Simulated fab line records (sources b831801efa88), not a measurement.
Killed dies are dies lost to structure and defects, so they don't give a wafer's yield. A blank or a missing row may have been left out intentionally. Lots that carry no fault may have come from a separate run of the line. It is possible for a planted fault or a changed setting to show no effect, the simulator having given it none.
Which of the tools did it? + flow sfq_line + 14 lots with 42 wafers sampled at 7 steps, on a route of 325 steps

== WHAT THE GAUGES SHOWED, per wafer ==
SFQ_M1_OVL_MEAS_911. Usual: M1_OVL typically reads 0 nm, with standard deviation 4.8.
| lot  | measured     | on         | M1_OVL (nm) | flag |
|------|--------------|------------|-------------|------|
| L455 | day 16 00:35 | overlay-02 | 1 -2 1      |      |
| L456 | day 16 05:19 | overlay-01 | 5 3 -2      |      |
| L458 | day 16 21:02 | overlay-02 | 2 6 2       |      |
| L459 | day 17 17:49 | overlay-02 | 0 3 4       |      |
| L460 | day 18 08:01 | overlay-01 | -6 0 -2     |      |
| L461 | day 19 02:02 | overlay-02 | 0 0 -5      |      |
| L462 | day 19 08:01 | overlay-01 | -1 0 -3     |      |
| L470 | day 27 21:56 | overlay-01 | -5 -6 -5    |      |
| L471 | day 28 09:56 | overlay-02 | 3 -1 3      |      |
| L472 | day 28 15:56 | overlay-01 | -4 -6 -3    |      |
| L473 | day 28 18:20 | overlay-01 | -1 -3 -4    |      |
| L474 | day 29 01:32 | overlay-01 | -2 1 -1     |      |
| L475 | day 29 09:56 | overlay-02 | 2 -4 2      |      |
| L478 | day 30 22:31 | overlay-01 | 2 -1 2      |      |

SFQ_I4_BOW_MEAS_927. Usual: I4_BOW typically reads 5 um, with standard deviation 8.3.
| lot  | measured     | on            | I4_BOW (um)   | flag |
|------|--------------|---------------|---------------|------|
| L455 | day 39 18:11 | film_metro-03 | 21 11 17      |      |
| L456 | day 40 08:55 | film_metro-02 | 3 -6 -1       |      |
| L458 | day 44 18:52 | film_metro-02 | 19 17 24      |      |
| L459 | day 45 00:53 | film_metro-04 | 21 5 3 - - -  |      |
| L460 | day 45 03:51 | film_metro-04 | 4 14 14 - - - |      |
| L461 | day 45 16:53 | film_metro-02 | 10 13 6       |      |
| L462 | day 46 22:21 | film_metro-03 | -4 5 14       |      |
| L470 | day 52 21:18 | film_metro-04 | 4 10 12       |      |
| L471 | day 53 00:44 | film_metro-02 | 1 1 17        |      |
| L472 | day 53 03:46 | film_metro-02 | 6 10 1        |      |
| L473 | day 57 23:07 | film_metro-03 | 9 0 -6        |      |
| L474 | day 58 01:48 | film_metro-04 | 16 1 10       |      |
| L475 | day 58 17:06 | film_metro-03 | 15 19 3       |      |
| L478 | day 59 15:11 | film_metro-03 | 11 5 7        |      |

SFQ_R5_OVL_MEAS_935. Usual: R5_OVL typically reads -2 nm, with standard deviation 5.5.
| lot  | measured     | on         | R5_OVL (nm) | flag |
|------|--------------|------------|-------------|------|
| L455 | day 55 10:15 | overlay-02 | 8 1 6       |      |
| L456 | day 55 15:03 | overlay-02 | -4 -5 -6    |      |
| L458 | day 55 21:04 | overlay-02 | 5 -11 2     |      |
| L459 | day 56 04:29 | overlay-01 | -3 -10 -1   |      |
| L460 | day 56 05:41 | overlay-01 | 1 5 -3      |      |
| L461 | day 56 06:53 | overlay-01 | 3 -2 -4     |      |
| L462 | day 56 09:52 | overlay-02 | -15 -8 -6   |      |
| L470 | day 65 06:13 | overlay-02 | 1 4 1       |      |
| L471 | day 65 11:49 | overlay-01 | -12 -16 -16 |      |
| L472 | day 65 14:37 | overlay-02 | 3 5 -2      |      |
| L473 | day 65 21:04 | overlay-02 | -2 -3 -8    |      |
| L474 | day 65 23:38 | overlay-01 | 2 2 -1      |      |
| L475 | day 66 11:50 | overlay-02 | -6 -11 -8   |      |
| L478 | day 68 05:16 | overlay-02 | 2 -4 -1     |      |

== EACH LOT AND THE TOOL THAT RAN IT (in order: tool; ch and the chambers of the sampled wafers; start) ==
| lot  | SFQ_TRILAYER_I1_DEP_PECVD_045   | SFQ_TRILAYER_I4_CMP_CMP_100   | SFQ_TRILAYER_I4_METRO_MEASURE_101 | SFQ_TRILAYER_I4_VIA_ETCH_VIA_ETCH_106 |
|------|---------------------------------|-------------------------------|-----------------------------------|---------------------------------------|
| L455 | pecvd-01 ch 0,1, day 16 01:35   | cmp-01 ch 0,2, day 39 15:11   | film_metro-03, day 39 18:18       | rie_diel-01 ch 1,2,3, day 39 22:02    |
| L456 | pecvd-01 ch 0,2, day 16 07:06   | cmp-02 ch 1,2,3, day 40 05:55 | film_metro-02, day 40 09:02       | rie_diel-02 ch 0,2,3, day 40 12:34    |
| L458 | pecvd-01 ch 0,1,2, day 16 22:02 | cmp-01 ch 0,3, day 44 15:50   | film_metro-02, day 44 19:21       | rie_diel-02 ch 0,1,2, day 45 00:13    |
| L459 | pecvd-02 ch 0,1,2, day 17 18:51 | cmp-01 ch 1,2, day 44 21:50   | film_metro-04, day 45 09:05       | rie_diel-03 ch 1,2,3, day 45 22:03    |
| L460 | pecvd-01 ch 0,1, day 18 09:01   | cmp-01 ch 0,1,3, day 45 00:50 | film_metro-04, day 45 08:21       | rie_diel-03 ch 1,2,3, day 45 20:58    |
| L461 | pecvd-02 ch 1,2, day 19 03:02   | cmp-02 ch 0,1,2, day 45 13:51 | film_metro-02, day 45 17:22       | rie_diel-02 ch 0,2, day 46 00:13      |
| L462 | pecvd-02 ch 0,1, day 19 09:01   | cmp-02 ch 0,1,3, day 46 20:21 | film_metro-03, day 46 22:28       | rie_diel-03 ch 0,3, day 47 14:04      |
| L470 | pecvd-03 ch 0,1,2, day 27 22:57 | cmp-01 ch 0,2,3, day 52 19:18 | film_metro-04, day 52 21:25       | rie_diel-01 ch 0,1, day 57 11:47      |
| L471 | pecvd-02 ch 1,2, day 28 11:06   | cmp-02 ch 1,3, day 52 21:44   | film_metro-02, day 53 00:52       | rie_diel-01 ch 0,1,3, day 57 17:54    |
| L472 | pecvd-03 ch 0,1, day 28 16:56   | cmp-02 ch 0,2, day 53 00:44   | film_metro-02, day 53 04:04       | rie_diel-03 ch 2,3, day 57 20:18      |
| L473 | pecvd-01 ch 0,1,2, day 28 19:30 | cmp-02 ch 0,1,2, day 57 20:06 | film_metro-03, day 57 23:25       | rie_diel-02 ch 1,2,3, day 58 02:52    |
| L474 | pecvd-02 ch 0,1,2, day 29 02:33 | cmp-01 ch 1,2,3, day 57 23:47 | film_metro-04, day 58 02:06       | rie_diel-03 ch 0,2, day 58 05:26      |
| L475 | pecvd-03 ch 0,2, day 29 10:56   | cmp-02 ch 0,1,3, day 58 14:06 | film_metro-03, day 58 17:13       | rie_diel-03 ch 0,1,3, day 64 15:08    |
| L478 | pecvd-02 ch 0,1,2, day 30 23:31 | cmp-02 ch 0,1,2, day 59 12:11 | film_metro-03, day 59 15:19       | rie_diel-02 ch 1,2,3, day 65 18:56    |
- SFQ_TRILAYER_I1_DEP_PECVD_045: deposits SiO2 from SiH4/N2O, time 111.11 s, target thk 500 nm.
- SFQ_TRILAYER_I4_CMP_CMP_100: polishes SiO2.
- SFQ_TRILAYER_I4_METRO_MEASURE_101
- SFQ_TRILAYER_I4_VIA_ETCH_VIA_ETCH_106: etches SiO2 in CHF3, stops on Nb, target depth 260 nm.

== AS READ BY THE TOOLS THEMSELVES (means over the sampled wafers that have a number; for cases with no such wafer, the mark the record gives instead) ==
SFQ_TRILAYER_I1_DEP_PECVD_045. Usual: heater_power_w 82 W, standard deviation 8.9; showerhead_vpp_V 830 V, standard deviation 30; throttle_valve_pct 24.3 %, standard deviation 1.2.
| lot  | tool     | heater_power_w (W) | showerhead_vpp_V (V) | throttle_valve_pct (%) | flag |
|------|----------|--------------------|----------------------|------------------------|------|
| L455 | pecvd-01 | 84                 | 840                  | 24.5                   |      |
| L456 | pecvd-01 | 78                 | 810                  | 23.5                   |      |
| L458 | pecvd-01 | 79                 | 831                  | 24.1                   |      |
| L459 | pecvd-02 | 88                 | 854                  | 24.9                   |      |
| L460 | pecvd-01 | 89                 | 844                  | 24.6                   |      |
| L461 | pecvd-02 | 84                 | 838                  | 24.4                   |      |
| L462 | pecvd-02 | 91                 | 859                  | 25.1                   |      |
| L470 | pecvd-03 | 72                 | 796                  | 25.5                   |      |
| L471 | pecvd-02 | 79                 | 827                  | 23.2                   |      |
| L472 | pecvd-03 | 65                 | 809                  | 24.3                   |      |
| L473 | pecvd-01 | 83                 | 827                  | 24.7                   |      |
| L474 | pecvd-02 | 85                 | 847                  | 23.0                   |      |
| L475 | pecvd-03 | 66                 | 818                  | 25.1                   |      |
| L478 | pecvd-02 | 87                 | 839                  | 23.2                   |      |

SFQ_TRILAYER_I4_CMP_CMP_100. Usual: motor_current_A 9.9 A, standard deviation 0.79; slurry_filter_dp_kPa 13.49 kPa, standard deviation 0.13; time_to_endpoint_s 212 s, standard deviation 9.
| lot  | tool   | motor_current_A (A) | slurry_filter_dp_kPa (kPa) | time_to_endpoint_s (s) | flag |
|------|--------|---------------------|----------------------------|------------------------|------|
| L455 | cmp-01 | 9.8                 | 13.58                      | 208                    |      |
| L456 | cmp-02 | 9.9                 | 13.37                      | 215                    |      |
| L458 | cmp-01 | 10.5                | 13.60                      | 207                    |      |
| L459 | cmp-01 | 11.1                | 13.53                      | 214                    |      |
| L460 | cmp-01 | 10.4                | 13.45                      | 213                    |      |
| L461 | cmp-02 | 9.7                 | 13.56                      | 214                    |      |
| L462 | cmp-02 | 9.7                 | 13.37                      | 223                    |      |
| L470 | cmp-01 | 9.6                 | 13.63                      | 222                    |      |
| L471 | cmp-02 | 9.7                 | 13.43                      | 226                    |      |
| L472 | cmp-02 | 9.7                 | 13.58                      | 206                    |      |
| L473 | cmp-02 | 9.5                 | 13.47                      | 201                    |      |
| L474 | cmp-01 | 10.4                | 13.47                      | 203                    |      |
| L475 | cmp-02 | 9.2                 | 13.52                      | 219                    |      |
| L478 | cmp-02 | 9.3                 | 13.42                      | 210                    |      |

SFQ_TRILAYER_I4_METRO_MEASURE_101. Usual: 199.4 nm for thk_nm, sd 1.3.
| lot  | tool          | thk_nm (nm) | flag |
|------|---------------|-------------|------|
| L455 | film_metro-03 | 197.4       |      |
| L456 | film_metro-02 | 200.5       |      |
| L458 | film_metro-02 | 200.2       |      |
| L459 | film_metro-04 | 190.8       | OFF  |
| L460 | film_metro-04 | 185.0       | OFF  |
| L461 | film_metro-02 | 198.9       |      |
| L462 | film_metro-03 | 200.6       |      |
| L470 | film_metro-04 | 199.2       |      |
| L471 | film_metro-02 | 200.1       |      |
| L472 | film_metro-02 | 198.3       |      |
| L473 | film_metro-03 | 199.1       |      |
| L474 | film_metro-04 | 198.5       |      |
| L475 | film_metro-03 | 200.7       |      |
| L478 | film_metro-03 | 200.2       |      |

SFQ_TRILAYER_I4_VIA_ETCH_VIA_ETCH_106. Usual: chamber_pressure_mTorr 30.000 mTorr, standard deviation 0.029; drypump_motor_current_A 5.7 A, standard deviation 0.45; oes_product_au 0.852 a.u., standard deviation 0.0056.
| lot  | tool        | chamber_pressure_mTorr (mTorr) | drypump_motor_current_A (A) | oes_product_au (a.u.) | flag |
|------|-------------|--------------------------------|-----------------------------|-----------------------|------|
| L455 | rie_diel-01 | 30.027                         | 5.6                         | 0.849                 |      |
| L456 | rie_diel-02 | 29.975                         | 5.4                         | 0.852                 |      |
| L458 | rie_diel-02 | 29.998                         | 5.3                         | 0.855                 |      |
| L459 | rie_diel-03 | 29.980                         | 6.0                         | 0.835                 | OFF  |
| L460 | rie_diel-03 | 29.980                         | 6.0                         | 0.820                 | OFF  |
| L461 | rie_diel-02 | 30.019                         | 5.0                         | 0.853                 |      |
| L462 | rie_diel-03 | 30.003                         | 5.9                         | 0.853                 |      |
| L470 | rie_diel-01 | 30.007                         | 5.4                         | 0.853                 |      |
| L471 | rie_diel-01 | 30.017                         | 5.7                         | 0.849                 |      |
| L472 | rie_diel-03 | 30.006                         | 6.1                         | 0.844                 |      |
| L473 | rie_diel-02 | 30.005                         | 5.7                         | 0.854                 |      |
| L474 | rie_diel-03 | 29.975                         | 5.8                         | 0.853                 |      |
| L475 | rie_diel-03 | 29.998                         | 5.7                         | 0.853                 |      |
| L478 | rie_diel-02 | 29.970                         | 5.7                         | 0.851                 |      |

== THE ANSWER, worked out from the rows above alone ==
Rule: lot off if the mean of its wafers having a number is beyond 3 standard deviations from the usual mean. A lot without any number at a reading at which 4 lots or more have one is off too. All remaining lots with rows at the step are treated as sound. The gauges are gone through in route order, then the tools' own readings, and for those a lot's mean is taken as printed above. At the first step where some lot is off, the reading lying furthest off is the one used; lots without a number count as furthest.
Off: L459, L460, at SFQ_TRILAYER_I4_METRO_MEASURE_101 (thk_nm).
A tool fits if, at that step or a process step before it, it ran every lot that is off, and no sound lot after the first of them. None of those tried fits.

== WHAT THE SIMULATOR PUT IN ==
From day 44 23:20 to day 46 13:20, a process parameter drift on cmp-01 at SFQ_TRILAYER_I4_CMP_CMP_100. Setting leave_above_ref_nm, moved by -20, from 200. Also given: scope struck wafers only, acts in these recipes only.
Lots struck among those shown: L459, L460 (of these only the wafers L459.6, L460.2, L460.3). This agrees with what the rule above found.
